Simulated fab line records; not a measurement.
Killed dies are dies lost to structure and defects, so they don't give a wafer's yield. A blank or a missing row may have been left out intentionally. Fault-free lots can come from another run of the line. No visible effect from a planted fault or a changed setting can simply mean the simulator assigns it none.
Chamber matching	flow gf180mcu	cmp-01 running GF_CONTACT_CMP_04: 4 sister chambers
The step polishes SiO2. 8 wafers are shown with their chamber, then 8 later ones without.

## WAFERS WITH THEIR CHAMBER
wafer	chamber	motor current A (A)	time to endpoint s (s)
L614.1	2	11.7	113
L614.2	3	12.1	117
L615.1	1	15.0	107
L615.5	3	11.7	121
L615.6	0	12.5	113
L617.1	2	11.7	118
L617.2	1	14.9	112
L617.3	0	12.5	111

## WAFERS WITH NO CHAMBER GIVEN
wafer	motor current A (A)	time to endpoint s (s)
L620.4	13.9	103
L620.5	11.7	101
L620.6	12.0	114
L621.3	11.7	112
L621.4	12.1	112
L621.5	12.1	115
L624.3	12.3	117
L624.6	12.4	108

## THE CHAMBER EACH PASSED THROUGH
wafer	from the rows above	in truth
L620.4	1	1
L620.5	can't be placed: 2 or 3 or 0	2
L620.6	can't be placed: 3 or 2 or 0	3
L621.3	can't be placed: 2 or 3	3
L621.4	can't be placed: 3 or 0 or 2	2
L621.5	can't be placed: 3 or 2 or 0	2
L624.3	can't be placed: 0 or 3 or 2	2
L624.6	0	0
Placed correctly: 2 of 8. These rows do not allow placing 6 (true chamber among the candidates in 6). 0 placed wrongly.
How it was worked out, from the rows above alone: a wafer's distance from a chamber is the root of the sum, over the readings, of the square of ((its reading less the chamber's mean) divided by the reading's scatter). If the next closest chamber is less than 2 further off than the closest, the wafer can't be placed; otherwise it belongs to the closest. For every chamber, the mean is computed from those of its wafers that are shown. The scatter: take each reading less its chamber's mean, square it, sum over the shown wafers, divide by the number of wafers less the number of chambers, and take the root.
